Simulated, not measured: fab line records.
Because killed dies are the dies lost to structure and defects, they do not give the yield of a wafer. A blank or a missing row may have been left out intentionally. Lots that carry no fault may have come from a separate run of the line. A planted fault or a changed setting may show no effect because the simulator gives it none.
What tool caused it? + flow gf180mcu + 13 lots, 39 wafers sampled, at 2 steps of a route of 602

== WHAT THE GAUGES READ, wafer by wafer ==
GF_M4_THK_MEAS_06: measures by xrf.
| lot  | measured     | on           | M4_ALCU_THK (nm) |
|------|--------------|--------------|------------------|
| L503 | day 23 12:53 | filmMetro-03 | 441 437 436      |
| L504 | day 23 17:22 | filmMetro-01 | 432 429 429      |
| L507 | day 24 02:51 | filmMetro-02 | 438 438 434      |
| L506 | day 24 07:34 | filmMetro-01 | 439 441 439      |
| L508 | day 24 17:49 | filmMetro-03 | 448 451 450      |
| L509 | day 25 02:28 | filmMetro-01 | 442 447 440      |
| L510 | day 25 07:59 | filmMetro-03 | 448 450 449      |
| L511 | day 25 11:06 | filmMetro-02 | 445 444 450      |
| L512 | day 26 03:04 | filmMetro-02 | 448 446 444      |
| L513 | day 26 11:28 | filmMetro-01 | 435 434 437      |
| L515 | day 27 00:08 | filmMetro-02 | 431 433 435      |
| L517 | day 27 18:48 | filmMetro-01 | 447 441 444      |
| L521 | day 28 19:18 | filmMetro-02 | 447 447 447      |

GF_V4_BOW_MEAS_05.
| lot  | measured     | on           | V4_BOW (um) |
|------|--------------|--------------|-------------|
| L503 | day 24 12:18 | filmMetro-04 | 150 148 148 |
| L504 | day 24 16:55 | filmMetro-02 | 133 143 143 |
| L507 | day 25 02:05 | filmMetro-02 | 148 144 151 |
| L506 | day 25 06:17 | filmMetro-02 | 132 146 145 |
| L508 | day 25 16:32 | filmMetro-02 | 133 124 123 |
| L509 | day 26 00:45 | filmMetro-02 | 134 137 145 |
| L510 | day 26 06:22 | filmMetro-04 | 117 130 142 |
| L511 | day 26 09:26 | filmMetro-04 | 129 136 133 |
| L512 | day 27 01:15 | filmMetro-03 | 145 129 118 |
| L513 | day 27 09:07 | filmMetro-04 | 130 125 137 |
| L515 | day 27 21:24 | filmMetro-03 | 143 138 143 |
| L517 | day 28 16:03 | filmMetro-02 | 147 133 142 |
| L521 | day 29 15:47 | filmMetro-04 | 136 147 143 |

== WHAT TOOL EACH LOT RAN ON (gives the tool, then ch and the chambers of the sampled wafers, and finally the start) ==
There is no process step in the record ahead of these readings.

== WHAT THE TOOLS THEMSELVES READ (means of the sampled wafers that have a number; where no wafer has one, the mark that the record gives instead) ==
The record holds no such reading with a usual standard deviation.

== THE ANSWER, worked out from the rows above alone ==
Rule: what is usual is taken from the lots themselves. The widest of any qualifying gaps counts: lots, ordered by their means at a reading, are off when they make up no more than a third of the lots, leave a main group of 4 or more, and stand apart from it by 3 or more times the standard deviation of that group's means. Not used: any main group whose means are identical at the precision the tables above print for the reading. Also off: a lot with no number at a reading for which 4 or more lots have one. All remaining lots with rows at the step are treated as sound. First the gauges in route order, then the tools' own readings, where a lot's mean is used as printed above. The first step at which some lot is off is used, and at that step the reading that is off furthest; a lot without a number counts as furthest.
Across all readings shown, no lot is off: no conclusion can be drawn from this.

== WHAT HAD BEEN PUT IN BY THE SIMULATOR ==
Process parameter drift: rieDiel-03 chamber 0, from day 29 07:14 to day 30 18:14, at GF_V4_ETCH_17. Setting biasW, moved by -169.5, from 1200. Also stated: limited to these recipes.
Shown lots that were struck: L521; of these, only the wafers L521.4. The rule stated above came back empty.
